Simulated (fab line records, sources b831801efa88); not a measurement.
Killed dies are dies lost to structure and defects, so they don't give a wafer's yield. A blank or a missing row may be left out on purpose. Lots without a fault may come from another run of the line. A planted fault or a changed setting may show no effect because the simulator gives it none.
A struck lot beside a sound one | flow sky130 | 23 steps out of a route of 708
Sound: wafers L544.1, L544.3, L544.4. Struck: wafers L551.2, L551.4, L551.6. The cause comes at the end.
At each step with rows: each side's tool, then ch and its chambers, then its first start. Under that, the readings that differ: sound wafers | struck wafers | difference of the means | sigmas: that difference in standard deviations of wafers without a fault.
alike: readings whose means differ by less than 2 such deviations, and words and numbers that are the same on both sides. not compared: withheld readings, readings that some wafer has no value for, bounds like >300 that may hide the same value, and numbers for which the record gives no deviation and whose values overlap.
The two part at a step that has a row with sigmas, a row that says differs or no value, or rows on one side only. Numbers that don't overlap but have no deviation are shown without sigmas and don't part them. A reading that every wafer of one side lacks parts them only if that side has two wafers or more.

first, 1 step without rows for these wafers: SKY_POLY_GATE_OXIDATION_20 (stabilise 600 s, purge 300 s, target thk 4 nm).
SKY_POLY_GATE_THK_MEAS_21:
  sound on film_metro-04, day 16 23:35; struck on film_metro-01, day 19 18:32
  alike: POLY_GATE_OXIDATION_THK
SKY_POLY_GATE_CD_MEAS_22:
  sound on cd_sem-01, day 16 23:39; struck on cd_sem-02, day 19 18:37
  alike: cd_nm
then, 7 steps without rows for these wafers: SKY_LDD_N_DEHYDRATE_00 (time 60 s); SKY_LDD_N_HMDS_01 (prime time 60 s); SKY_LDD_N_COAT_02 (resist thk 300 nm); SKY_LDD_N_SOFTBAKE_03 (time 60 s); SKY_LDD_N_EXPOSE_04 (exposes mask NTM, target cd 840 nm); SKY_LDD_N_PEB_05; SKY_LDD_N_DEVELOP_06 (develop time 60 s).
SKY_LDD_N_OVL_MEAS_07:
  sound on overlay-01, day 18 04:45; struck on overlay-01, day 21 01:27
  alike: LDD_N_OVL
then, 1 step without rows for these wafers: SKY_LDD_N_IMPLANT_08.
SKY_LDD_N_IMPLANT_09:
  sound on implanter-02 ch 0, day 18 04:56; struck on implanter-02 ch 0, day 21 01:40
  reading            | sound                         | struck                        | difference | sigmas
  dose_ions_cm2      | 7.507e+13 7.495e+13 7.504e+13 | 3.203e+13 3.205e+13 3.212e+13 | -4.295e+13 | -99 or more
  faraday_current_uA | 419 429 429                   | 179 178 188                   | -244       | -27
  alike: beam_energy_keV
then, 6 steps without rows for these wafers: SKY_LDD_N_IMPLANT_10; SKY_LDD_N_IMPLANT_11; SKY_LDD_N_IMPLANT_12; SKY_LDD_N_IMPLANT_13; SKY_LDD_N_IMPLANT_14; SKY_LDD_N_IMPLANT_15.
SKY_LDD_N_STRIP_16: strips in O2/N2.
  sound on plasma_asher-02 ch 0,1, day 18 05:59; struck on plasma_asher-04 ch 0, day 21 02:41
  reading                      | sound             | struck            | difference | sigmas
  strip_time_to_endpoint_s (s) | 4.327 4.326 4.302 | 4.188 4.210 4.203 | -0.118     | -7
  alike: drypump_motor_current_A, oes_product_au
  not compared: rf_hours_counter_h
SKY_LDD_N_TW_MEAS_17:
  sound on film_metro-02, day 18 06:05; struck on film_metro-03, day 21 02:47
  reading  | sound          | struck         | difference | sigmas
  LDD_N_TW | 2599 2601 2613 | 2474 2453 2460 | -142       | -5
then, 1 step without rows for these wafers: SKY_LDD_P_DEHYDRATE_00 (time 60 s).
-- the record jumps here: 27 days lie between the struck wafers' starts before and after (it left off in module LDD_P and takes up again in module PAD_OPEN, whose first step shown is number 708 of the route) --
SKY_PAD_OPEN_PROBE_99:
  sound on prober-02, day 46 06:07; struck on prober-01, day 48 06:34
  reading                                    | sound                | struck               | difference | sigmas
  model.etest.tip_n.rs_ohm_sq                | 439.1 441.6 438.7    | 488.2 488.3 488.9    | +48.7      |
  model.etest.nfet_01v8_swapped.vt_sat_v (V) | 0.6498 0.6415 0.6443 | 0.6719 0.6588 0.6597 | +0.0183    |
  alike: killed_at_M0_to_M3, killed_at_M4_up, killed_at_contacts, killed_at_front_end, killed_at_other, killed_dies, killed_on_rim, killed_open, killed_short

WHERE THEY PART
First at SKY_LDD_N_IMPLANT_09; last, within this record, at SKY_LDD_N_TW_MEAS_17. Later steps at which nothing parts them and some readings are alike: SKY_PAD_OPEN_PROBE_99.

WHY: what the simulator had put in
Process parameter drift: implanter-02, from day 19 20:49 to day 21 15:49, at SKY_LDD_N_IMPLANT_09. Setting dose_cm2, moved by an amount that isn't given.
